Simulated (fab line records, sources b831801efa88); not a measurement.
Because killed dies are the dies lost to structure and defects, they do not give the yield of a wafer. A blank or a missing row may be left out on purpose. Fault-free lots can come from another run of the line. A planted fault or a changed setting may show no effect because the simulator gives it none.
Matching of chambers    flow gf180mcu    4 sister chambers for GF_CONTACT_CMP_04 on cmp-01
The step polishes SiO2. 4 wafers are shown with their chamber, then 11 later ones without.

EACH WAFER AND ITS CHAMBER
wafer   chamber  motor_current_A (A)
L086.4  0        12.5
L088.4  3        14.0
L088.6  2        10.4
L089.2  1        13.1

WAFERS WITH NO CHAMBER GIVEN
wafer   motor_current_A (A)
L089.3  10.7
L089.4  14.2
L092.1  12.6
L092.2  11.4
L092.5  13.5
L095.1  13.7
L095.3  13.9
L095.4  12.3
L097.1  13.7
L097.2  14.3
L097.4  10.9

EACH ONE'S CHAMBER
wafer   from the rows above           in truth
L089.3  2                             2
L089.4  3                             3
L092.1  can't be placed: 0 or 1       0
L092.2  can't be placed: 2 or 0 or 1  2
L092.5  can't be placed: 1 or 3 or 0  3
L095.1  can't be placed: 3 or 1       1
L095.3  can't be placed: 3 or 1       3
L095.4  can't be placed: 0 or 1       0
L097.1  can't be placed: 3 or 1       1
L097.2  3                             3
L097.4  2                             2
Placed correctly: 4 of 11. Unplaceable from these rows: 7, with the true chamber sitting among the candidates in 7. 0 placed wrongly.
How it was worked out, from the rows above alone: a wafer's distance from a chamber is the root of the sum, over the readings, of the square of ((its reading less the chamber's mean) divided by the reading's scatter). If the next closest chamber is less than 2 further off than the closest, the wafer can't be placed; otherwise it belongs to the closest. For every chamber, the mean is computed from those of its wafers that are shown. The scatter: root of mean squared gap, hidden wafer to nearest shown wafer, with one shown wafer a chamber.
